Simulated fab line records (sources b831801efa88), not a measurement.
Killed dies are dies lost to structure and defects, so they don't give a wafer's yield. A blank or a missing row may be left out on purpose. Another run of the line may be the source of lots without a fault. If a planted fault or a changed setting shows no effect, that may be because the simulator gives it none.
Problem report in the 8D (eight disciplines) form, filled by code	flow gf180mcu	the parts of the form that need people (team, actions taken, sign-off) are left out

## 1. THE PROBLEM
Wafers free of any fault read 701 nm (standard deviation 9) for PASSIVATION_CVD_02_THK at GF_PASSIVATION_THK_MEAS_03, against a mean of 798 nm on 6 wafers of 2 lots. Measured from the usual mean, that is +11 standard deviations.
First observed at day 32 02:26: wafer L296.2, on film-metro-04. Wafers with a number at this step in the record: 33, from 11 lots. The rule behind "out" and "out of limits": a value lying over 4 standard deviations away from the usual mean. The other wafers with a number count as sound.

## 2. WHAT IT IS; WHAT IT IS NOT
question	is	is not
which readings at this step	PASSIVATION_CVD_02_THK	-
which lots	L296, L297	L285, L286, L287, L290, L291, L292, L304, L306, L307
which wafers of those lots	all that have a number	-
read on which gauges	film-metro-04	film-metro-01, film-metro-02
when	from day 32 02:26	up to then (18 sound wafers); but 9 sound wafers of L304, L306, L307 came after

## 3. THE SUSPECTS, EACH WITH WHAT RULES IT OUT
Counting: any tool at a process step up to the reading is kept as a suspect provided that every lot that is out went through it and no sound lot did after the first of them.
- the gauge at GF_PASSIVATION_THK_MEAS_03: kept. All the wafers that are out were read on film-metro-04, and no step on other tools shows them out.
- pvd-sputter-03 at GF_MIM_SPUTTER_02 (material AlCu, target thk 450 nm, time 23.9 s): ruled out as a lasting fault. After its first lot that is out, L296 (day 28 18:56), sound lots L307 ran on it.
- pvd-sputter-03 at GF_MIM_SPUTTER_04 (material TiN, target thk 50 nm, time 41.7 s): ruled out as a lasting fault. After its first lot that is out, L296 (day 28 18:59), sound lots L307 ran on it.
- pecvd-04 at GF_PASSIVATION_CVD_02 (deposits Si3N4, target thk 700 nm, time 486.18 s): kept. It processed each lot that is out, first L296 at day 32 02:08, and no sound lot thereafter; up to then, the last sound lot it processed was L291 at day 30 18:28.
After counting, pecvd-04 at GF_PASSIVATION_CVD_02 and film-metro-04 at GF_PASSIVATION_THK_MEAS_03 remain.

## 4. THE CAUSE (what the simulator had put in)
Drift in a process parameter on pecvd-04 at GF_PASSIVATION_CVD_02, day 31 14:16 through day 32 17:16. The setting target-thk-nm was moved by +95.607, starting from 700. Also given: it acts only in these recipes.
2 suspects survive the count, and this tool is in that group.

## 5. THE CHAIN OF EFFECTS, in route order
Each row: a reading whose mean over the struck wafers that have a number lies more than 3 standard deviations from the usual. Only readings for which the record gives a usual standard deviation are gone through. hours: the time from each lot's start at the first step in this table that gives one to its start at this step, as a median over the lots. sigmas: the change in usual standard deviations.
hours	step	reading	usual	on struck wafers	change	sigmas
0	GF_PASSIVATION_THK_MEAS_03	PASSIVATION_CVD_02_THK	701 nm	798	+97	+11
17	GF_PASSIVATION_ETCH_11	oes-product-au	0.961 a.u.	0.990	+0.029	+3.7
Process steps it contains:
- GF_PASSIVATION_ETCH_11: etches the open film in CF4/O2, stops on TiN, target depth 1800 nm, time 408.5 s.

## 6. HOW IT WOULD HAVE BEEN CAUGHT EARLIER
Counted from the fault's start at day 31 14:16, it took 12 hours until the first out-of-limits reading at a measuring or inspecting step in this record, taken at day 32 02:26.
Tool readings at GF_PASSIVATION_CVD_02 with a usual standard deviation given in the record: none out on any struck wafer, hence no alarm at a limit of 4 standard deviations on them.
Among the 2 lots that are out, L297 began GF_PASSIVATION_CVD_02 on pecvd-04 after day 32 02:26. It would have been spared by a hold on the tool at that moment.
